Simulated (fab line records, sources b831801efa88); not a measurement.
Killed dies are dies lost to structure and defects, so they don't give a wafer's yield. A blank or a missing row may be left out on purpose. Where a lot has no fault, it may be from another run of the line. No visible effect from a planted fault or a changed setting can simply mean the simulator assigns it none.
Matching of chambers	flow sfq line	4 sister chambers for SFQ_TRILAYER_I7_VIA_BARC_OPEN_VIA_ETCH_260 on rie diel-03
The step etches BARC in O2, target depth 125 nm, time 41.7 s. 4 wafers are shown with their chamber, then 7 later ones without.

== WAFERS WITH THEIR CHAMBER ==
wafer	chamber	drypump motor current A (A)
L196.1	3	5.7
L202.3	1	5.5
L204.1	0	6.3
L204.2	2	5.4

== WAFERS MISSING THEIR CHAMBER ==
wafer	drypump motor current A (A)
L204.3	5.5
L209.1	5.5
L209.3	5.5
L209.6	5.6
L210.2	5.6
L210.3	5.4
L210.5	6.3

== WHICH CHAMBER EACH WENT THROUGH ==
wafer	from the rows above	in truth
L204.3	can't be placed: 1 or 2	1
L209.1	can't be placed: 1 or 2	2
L209.3	can't be placed: 1 or 2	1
L209.6	can't be placed: 1 or 3 or 2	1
L210.2	can't be placed: 1 or 3 or 2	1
L210.3	can't be placed: 2 or 1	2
L210.5	0	0
Correct placement for 1 of the 7. Not placeable from these rows: 6 (in 6, the candidates include the true chamber). Wrongly placed: 0.
How it was worked out, from the rows above alone: a wafer's distance from a chamber is the root of the sum, over the readings, of the square of ((its reading less the chamber's mean) divided by the reading's scatter). The wafer belongs to the nearest chamber; if the next one is less than 2 further off, it can't be placed. The mean given for a chamber averages the wafers shown for that chamber. The scatter: with one shown wafer a chamber, the root of the mean of the squares of how far each hidden wafer lies from its nearest shown one.
